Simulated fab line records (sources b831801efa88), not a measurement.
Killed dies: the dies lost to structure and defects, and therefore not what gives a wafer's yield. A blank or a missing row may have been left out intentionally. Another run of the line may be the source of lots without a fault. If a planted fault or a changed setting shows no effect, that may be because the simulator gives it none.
fab line records | flow sky130
record lots=6 wafers=18 lastDay=51
route steps=708 shown LDD_P@259 LDD_HVN@267 PAD_OPEN@708
lots untouched by any fault: they come from a run of this same line in which no faults occurred
startH: the number of hours between the record's first day and the start of the first shown wafer of the lot | waitH: time in hours since the lot's previous step | " the same as in the row above | L1.1+2: a row that stands for several wafers | - no value present, or no start provided | * or withheld: withheld | < > ~ a bound
route shown NAME@n: a module of which the file shows steps, and the number in the route of the first | usual: mean/standard deviation of fault-free wafers | same: alike in all rows | chamber/n: place in a boat | sites: the reading at each site | _std_site: standard deviation across them | _edge_site: inner sites' mean taken away from outer sites' mean | radiusMm: for every site, how far away it sits from the centre of the wafer | mask NAME#n: copy n | behind: the most recent tool/chamber to have shaped the wafer | hold: the reason the lot was held/the length of the hold in hours/how it ended | device: the n, p or np transistor that did not switch | end of line: the same wafers' tests at the end of the route | step lacking rows: just its recipe | killed: dies that structure and defects cost at the first sort, which is not the same as the wafer's yield | map: a wafer's dies, marking killed ones x, the rest . and places with no die _
set.NAME: setting as actually run; set.NAME@STEP: the setting as run at that earlier step | model.NAME: the simulator's own value behind a step, which no gauge read
lots at some steps of the route; a table a step, a row a wafer
services: the hour from which a tool's chamber was out of use, counted from the record's first day as startH (under 0 if before that day), plus the number of hours and why
## steps
# step SKY_LDD_P_EXPOSE_04
# recipe maskId=PSDM na=0.6 sourceShape=conventional sigmaOuter=0.6 polarization=unpolarized targetCdNm=380 doseMj=138
# step SKY_LDD_P_PEB_05
# recipe tempC=withheld timeS=* resist=NOVOLAK
# step SKY_LDD_P_DEVELOP_06
# recipe resist=NOVOLAK developer=TMAH developTimeS=60 devTempC=23
# step SKY_LDD_P_CD_MEAS_07
# recipe targetCdNm=380
# usual cdNm=379.0/2.7
# columns lot.wafer tool chamber startH waitH cdNm
L638.2 cdSem-02 - 469.80 0.1 378.4
L638.5 " - " " 377.8
L638.6 " - " " 376.7
L645.2 cdSem-02 - 546.53 0.1 373.9
L645.4 " - " " 374.3
L645.5 " - " " 375.6
L655.2 cdSem-01 - 620.85 0.1 379.7
L655.5 " - " " 379.2
L655.6 " - " " 379.2
L656.1 cdSem-02 - 625.55 0.1 378.5
L656.5 " - " " 381.9
L656.6 " - " " 378.6
L657.3 cdSem-01 - 632.79 0.1 377.5
L657.4 " - " " 378.4
L657.5 " - " " 379.2
L659.1 cdSem-02 - 652.28 0.1 381.7
L659.4 " - " " 381.4
L659.5 " - " " 381.5
# step SKY_LDD_P_OVL_MEAS_08
# usual LDD_P_OVL=1.1/1.4
# columns lot.wafer tool chamber startH waitH LDD_P_OVL[nm]
L638.2 overlay-01 - 469.91 0.1 -0.3
L638.5 " - " " 1.9
L638.6 " - " " 0.7
L645.2 overlay-01 - 546.63 0.1 0.7
L645.4 " - " " 1.1
L645.5 " - " " -0.8
L655.2 overlay-02 - 620.96 0.1 1.6
L655.5 " - " " 1.9
L655.6 " - " " 4.2
L656.1 overlay-02 - 625.67 0.1 -0.5
L656.5 " - " " -0.6
L656.6 " - " " -0.3
L657.3 overlay-02 - 632.89 0.1 1.6
L657.4 " - " " 1.7
L657.5 " - " " 2.8
L659.1 overlay-01 - 652.40 0.1 -1.2
L659.4 " - " " 0.2
L659.5 " - " " 1.2
# step SKY_LDD_P_IMPLANT_09
# recipe species=BF2 energyKev=25 doseCm2=1e+13 tiltDeg=withheld
# step SKY_LDD_P_STRIP_10
# recipe chemistry=O2/N2 powerW=1400 pressureMtorr=1500 platenTempC=withheld o2FlowSccm=3000 n2FlowSccm=300 overashFraction=0.5
# usual drypumpMotorCurrentA=5.9/0.77 o2FlowSccm=3000/9 oesProductAu=0.716/0.0046 stripTimeToEndpointS=14.16/0.032
# same overashFraction=0.5
# columns lot.wafer tool chamber startH waitH drypumpMotorCurrentA o2FlowSccm oesProductAu rfHoursCounterH stripTimeToEndpointS
L638.2 plasmaAsher-02 0 470.20 0.1 4.8 3006 0.712 34 14.13
L638.5 " 1 " " 6.6 2994 0.715 - 14.15
L638.6 " 0 " " 4.8 3009 0.712 - 14.11
L645.2 plasmaAsher-01 1 546.81 0.1 6.6 3006 0.716 86 14.17
L645.4 " 0 " " 5.8 2996 0.713 - 14.17
L645.5 " 0 " " 5.8 3004 0.709 - 14.14
L655.2 plasmaAsher-02 0 621.14 0.1 4.8 2985 0.718 50 14.13
L655.5 " 0 " " 4.8 2996 0.723 - 14.14
L655.6 " 1 " " 6.7 3008 0.720 - 14.18
L656.1 plasmaAsher-01 0 625.86 0.1 5.8 2993 0.708 93 14.18
L656.5 " 1 " " 6.6 2990 0.718 - 14.14
L656.6 " 0 " " 5.8 2993 0.714 - 14.17
L657.3 plasmaAsher-01 0 633.09 0.1 5.8 2981 0.718 - 14.15
L657.4 " 1 " " 6.6 2980 0.713 - 14.15
L657.5 " 1 " " 6.6 2994 0.717 - 14.12
L659.1 plasmaAsher-02 0 652.59 0.1 4.8 3015 0.719 53 14.25
L659.4 " 0 " " 4.8 3007 0.716 - 14.22
L659.5 " 0 " " 4.8 2996 0.715 - 14.20
# step SKY_LDD_P_TW_MEAS_11
# usual LDD_P_TW=638/5
# columns lot.wafer tool chamber startH waitH LDD_P_TW
L638.2 filmMetro-04 - 470.31 0.1 634
L638.5 " - " " 636
L638.6 " - " " 638
L645.2 filmMetro-03 - 546.92 0.1 628
L645.4 " - " " 631
L645.5 " - " " 631
L655.2 filmMetro-02 - 621.25 0.1 638
L655.5 " - " " 636
L655.6 " - " " 638
L656.1 filmMetro-04 - 625.96 0.1 644
L656.5 " - " " 643
L656.6 " - " " 644
L657.3 filmMetro-02 - 633.18 0.1 638
L657.4 " - " " 638
L657.5 " - " " 635
L659.1 filmMetro-04 - 652.69 0.1 650
L659.4 " - " " 650
L659.5 " - " " 647
# step SKY_LDD_HVN_DEHYDRATE_00
# recipe tempC=200 timeS=60
# step SKY_LDD_HVN_HMDS_01
# recipe primeTimeS=60 primeTempC=120
# step SKY_LDD_HVN_COAT_02
# recipe resist=NOVOLAK spinRpm=3000 resistThkNm=300
# step SKY_LDD_HVN_SOFTBAKE_03
# recipe tempC=90.63 timeS=60 resist=NOVOLAK
# step SKY_LDD_HVN_EXPOSE_04
# recipe maskId=HVNTM na=0.6 sourceShape=conventional sigmaOuter=0.6 polarization=unpolarized targetCdNm=700 doseMj=127
# usual reticleTempC=22.99/0.11 stageVelMmS=500.03/0.23
# columns lot.wafer tool chamber startH waitH mask reticleTempC stageVelMmS model.LDD_HVN.overlayXNm
L638.2 ilineStepper-02 0 487.31 - HVNTM#0 23.01 500.23 -0.415
L638.5 " 0 " " HVNTM#0 22.94 499.94 -0.415
L638.6 " 0 " " HVNTM#0 22.95 500.22 -0.415
L645.2 ilineStepper-02 0 562.85 - HVNTM#0 22.83 500.15 -1.142
L645.4 " 0 " " HVNTM#0 22.92 499.99 -1.142
L645.5 " 0 " " HVNTM#0 22.86 500.17 -1.142
L655.2 ilineStepper-02 0 635.77 - HVNTM#0 23.08 500.04 97.71
L655.5 " 0 " " HVNTM#0 23.06 499.92 97.71
L655.6 " 0 " " HVNTM#0 23.01 500.37 97.71
L656.1 ilineStepper-01 0 640.36 - HVNTM#0 22.91 499.83 0.002048
L656.5 " 0 " " HVNTM#0 22.88 499.85 0.002048
L656.6 " 0 " " HVNTM#0 23.00 500.09 0.002048
L657.3 ilineStepper-02 0 646.90 - HVNTM#0 22.76 499.92 100.3
L657.4 " 0 " " HVNTM#0 22.78 499.68 100.3
L657.5 " 0 " " HVNTM#0 22.76 499.62 100.3
L659.1 ilineStepper-01 0 667.25 - HVNTM#0 22.80 500.55 -0.405
L659.4 " 0 " " HVNTM#0 22.96 500.22 -0.405
L659.5 " 0 " " HVNTM#0 23.10 499.87 -0.405
# step SKY_LDD_HVN_PEB_05
# recipe tempC=withheld timeS=* resist=NOVOLAK
# step SKY_LDD_HVN_DEVELOP_06
# recipe resist=NOVOLAK developer=TMAH developTimeS=60 devTempC=23
# step SKY_LDD_HVN_OVL_MEAS_07
# usual LDD_HVN_OVL=-0.4/1.2
# columns lot.wafer tool chamber startH waitH LDD_HVN_OVL[nm]
L638.2 overlay-02 - 503.46 0.1 -1.6
L638.5 " - " " -1.9
L638.6 " - " " -0.6
L645.2 overlay-02 - 577.40 0.1 -2.5
L645.4 " - " " 0.6
L645.5 " - " " 0.5
L655.2 overlay-02 - 649.96 0.1 96.7
L655.5 " - " " 97.2
L655.6 " - " " 97.7
L656.1 overlay-02 - 655.23 0.1 -1.5
L656.5 " - " " -2.6
L656.6 " - " " -2.9
L657.3 overlay-02 - 662.05 0.1 99.5
L657.4 " - " " 100.1
L657.5 " - " " 100.2
L659.1 overlay-02 - 681.10 0.1 -1.4
L659.4 " - " " -0.9
L659.5 " - " " -0.5
# step SKY_LDD_HVN_IMPLANT_08
# recipe species=P energyKev=60 doseCm2=3e+13 tiltDeg=40
# step SKY_PAD_OPEN_PROBE_99
# usual killed_at_M0_to_M3=43/6.4 killed_at_M4_up=3.3/1.9 killedAtContacts=24/5.7 killedAtFrontEnd=15/4.7 killedAtOther=0.3/0.48 killedDies=86/9.2 killedOpen=47/7 killedShort=39/6.5
# same grossDies=492 killedAtBackSide=0
# columns lot.wafer tool chamber startH waitH killed_at_M0_to_M3 killed_at_M4_up killedAtContacts killedAtFrontEnd killedAtOther killedDies killedOpen killedShort
L638.2 prober-01 - 1122.97 0.1 37 4 35 13 1 90 48 42
L638.5 prober-01 - 1123.12 0.2 36 2 33 11 0 82 44 38
L638.6 prober-01 - 1123.17 0.2 44 3 29 10 1 87 48 38
L645.2 prober-02 - 1169.54 0.1 53 3 23 10 0 89 54 35
L645.4 prober-02 - 1169.64 0.2 38 2 25 17 0 82 48 34
L645.5 prober-02 - 1169.69 0.2 43 2 28 14 0 87 54 33
L655.2 prober-02 - 1208.71 0.1 52 8 23 17 0 100 48 52
L655.5 prober-02 - 1208.86 0.2 56 3 34 17 1 111 68 43
L655.6 prober-02 - 1208.91 0.2 50 1 29 13 0 93 41 52
L656.1 prober-01 - 1211.36 0.1 35 5 17 22 0 79 38 41
L656.5 prober-01 - 1211.56 0.2 35 3 15 27 0 80 43 37
L656.6 prober-01 - 1211.61 0.2 33 3 27 23 0 86 43 43
L657.3 prober-02 - 1215.18 0.2 43 4 20 15 1 83 42 39
L657.4 prober-02 - 1215.23 0.2 34 0 27 12 0 73 39 33
L657.5 prober-02 - 1215.28 0.2 47 5 21 12 0 85 58 27
L659.1 prober-02 - 1224.83 0.1 31 2 35 26 1 95 45 50
L659.4 prober-02 - 1224.98 0.2 45 6 23 18 1 93 42 51
L659.5 prober-02 - 1225.03 0.2 42 3 28 18 1 92 54 38
# killed by level:class
L638.2 LI_CONTACT:geometricParticle:open=13 CONTACT:geometricParticle:open=11 VIA1:geometricParticle:open=10 METAL2:geometricParticle:short=8 FIELD_ISO:geometricParticle:short=6 LI_CONTACT:geometricParticle:short=6 VIA3:geometricParticle:open=5 VIA1:geometricParticle:short=4
L638.5 CONTACT:geometricParticle:open=11 LI_CONTACT:geometricParticle:open=10 VIA1:geometricParticle:open=7 VIA1:geometricParticle:short=6 CONTACT:geometricParticle:short=5 METAL1:geometricParticle:short=5 VIA2:geometricParticle:open=5 VIA3:geometricParticle:open=5
L638.6 LI_CONTACT:geometricParticle:open=12 VIA1:geometricParticle:open=10 METAL2:geometricParticle:short=7 CONTACT:geometricParticle:open=6 LI_CONTACT:geometricParticle:short=5 VIA3:geometricParticle:open=5 POLY_GATE:geometricParticle:short=4 CONTACT:geometricParticle:short=4
L645.2 VIA1:geometricParticle:open=14 VIA1:geometricParticle:short=11 LI_CONTACT:geometricParticle:open=9 VIA2:geometricParticle:open=9 CONTACT:geometricParticle:open=8 VIA2:geometricParticle:short=4 VIA3:geometricParticle:open=4 FIELD_ISO:geometricParticle:short=3
L645.4 LI_CONTACT:geometricParticle:open=8 VIA2:geometricParticle:open=8 CONTACT:geometricParticle:open=7 VIA1:geometricParticle:open=7 FIELD_ISO:geometricParticle:open=6 VIA3:geometricParticle:open=6 VIA1:geometricParticle:short=5 METAL1:geometricParticle:short=4
L645.5 CONTACT:geometricParticle:open=12 VIA3:geometricParticle:open=11 VIA1:geometricParticle:open=7 VIA2:geometricParticle:open=7 LOCAL_INTERCONNECT:geometricParticle:short=6 VIA2:geometricParticle:short=6 LI_CONTACT:geometricParticle:open=5 FIELD_ISO:geometricParticle:open=4
L655.2 VIA1:geometricParticle:open=13 METAL2:geometricParticle:short=10 CONTACT:geometricParticle:short=8 CONTACT:geometricParticle:open=8 METAL1:geometricParticle:short=7 FIELD_ISO:geometricParticle:open=5 METAL4:geometricParticle:short=5 FIELD_ISO:geometricParticle:short=4
L655.5 VIA1:geometricParticle:open=16 CONTACT:geometricParticle:open=14 VIA2:geometricParticle:open=7 LI_CONTACT:geometricParticle:open=7 METAL1:geometricParticle:short=7 VIA3:geometricParticle:open=6 CONTACT:geometricParticle:short=5 VIA1:geometricParticle:short=5
L655.6 CONTACT:geometricParticle:open=12 VIA1:geometricParticle:open=7 VIA1:geometricParticle:short=7 METAL2:geometricParticle:short=7 LOCAL_INTERCONNECT:geometricParticle:short=6 METAL3:geometricParticle:short=6 LI_CONTACT:geometricParticle:open=5 VIA3:geometricParticle:open=5
L656.1 POLY_GATE:geometricParticle:open=8 VIA1:geometricParticle:short=7 VIA2:geometricParticle:open=6 VIA1:geometricParticle:open=5 LOCAL_INTERCONNECT:geometricParticle:short=5 METAL2:geometricParticle:short=5 POLY_GATE:geometricParticle:short=4 LI_CONTACT:geometricParticle:open=4
L656.5 VIA1:geometricParticle:open=15 POLY_GATE:geometricParticle:open=9 POLY_GATE:geometricParticle:short=6 FIELD_ISO:geometricParticle:short=5 CONTACT:geometricParticle:short=4 CONTACT:geometricParticle:open=4 METAL1:geometricParticle:short=4 VIA3:geometricParticle:open=4
L656.6 VIA1:geometricParticle:open=10 CONTACT:geometricParticle:open=9 LOCAL_INTERCONNECT:geometricParticle:short=7 FIELD_ISO:geometricParticle:short=6 VIA2:geometricParticle:open=6 CONTACT:geometricParticle:short=6 FIELD_ISO:geometricParticle:open=5 POLY_GATE:geometricParticle:open=5
L657.3 LI_CONTACT:geometricParticle:open=9 VIA1:geometricParticle:open=7 VIA3:geometricParticle:open=7 VIA2:geometricParticle:open=6 CONTACT:geometricParticle:short=5 METAL2:geometricParticle:short=5 FIELD_ISO:geometricParticle:short=4 CONTACT:geometricParticle:open=4
L657.4 VIA1:geometricParticle:open=10 CONTACT:geometricParticle:open=8 LI_CONTACT:geometricParticle:open=7 METAL2:geometricParticle:short=5 CONTACT:geometricParticle:short=5 VIA1:geometricParticle:short=5 VIA2:geometricParticle:open=4 LOCAL_INTERCONNECT:geometricParticle:short=3
L657.5 VIA1:geometricParticle:open=12 LI_CONTACT:geometricParticle:open=9 CONTACT:geometricParticle:open=8 VIA3:geometricParticle:open=8 VIA2:geometricParticle:open=8 METAL1:geometricParticle:open=5 METAL2:geometricParticle:short=5 FIELD_ISO:geometricParticle:open=4
L659.1 CONTACT:geometricParticle:open=12 FIELD_ISO:geometricParticle:open=9 LI_CONTACT:geometricParticle:open=9 POLY_GATE:geometricParticle:short=8 VIA1:geometricParticle:open=7 LOCAL_INTERCONNECT:geometricParticle:short=7 METAL3:geometricParticle:short=6 METAL2:geometricParticle:short=5
L659.4 VIA1:geometricParticle:open=10 LI_CONTACT:geometricParticle:open=8 FIELD_ISO:geometricParticle:short=6 CONTACT:geometricParticle:open=6 METAL2:geometricParticle:short=6 METAL3:geometricParticle:short=5 CONTACT:geometricParticle:short=5 VIA1:geometricParticle:short=5
L659.5 CONTACT:geometricParticle:open=10 VIA1:geometricParticle:open=10 CONTACT:geometricParticle:short=7 VIA3:geometricParticle:open=7 FIELD_ISO:geometricParticle:open=6 LI_CONTACT:geometricParticle:open=6 METAL2:geometricParticle:short=6 VIA2:geometricParticle:open=5
## services
# columns tool chamber startH hours kind
ilineStepper-01 - 446.44 8.9 repair
ilineStepper-01 0 455.75 - calibration
ilineStepper-01 - 486.03 1.7 pm
plasmaAsher-02 - 487.95 6.4 repair
ilineStepper-02 - 521.49 4.3 pm
ilineStepper-02 - 532.07 1.7 pm
ilineStepper-02 - 533.74 2.1 pm
ilineStepper-02 - 535.82 - consumableReplace:lamp
plasmaAsher-01 - 591.90 14.6 pm
ilineStepper-02 - 611.18 4.4 pm
ilineStepper-02 0 631.80 - calibration
ilineStepper-02 - 666.23 11.5 repair
## key
firstSign step=SKY_LDD_HVN_OVL_MEAS_07 reading=LDD_HVN_OVL direction=up sigmas=80 usual=-0.4 struck=98.6
effect none on later readings
modelEffect step=SKY_LDD_HVN_EXPOSE_04 value=LDD_HVN.overlayXNm without=1.024 struck=98.99
metAt SKY_LDD_HVN_EXPOSE_04
struckWafers L655.2,L655.5,L655.6,L657.3,L657.4,L657.5
testerLeftOut L655,L657
onsetBetween 562.85 635.77
fault kind=scannerMatchingOverlay tool=ilineStepper-02 chamber=- onsetH=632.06 steps=SKY_LDD_HVN_EXPOSE_04 offset=97.963
# testerLeftOut: of these lots the tester's yield and bins aren't shown, on N5 and GAA mostly nor the transistor test; their killed dies are dies lost to structure and defects alone, not to doping, threshold or leakage, so they don't give the yield
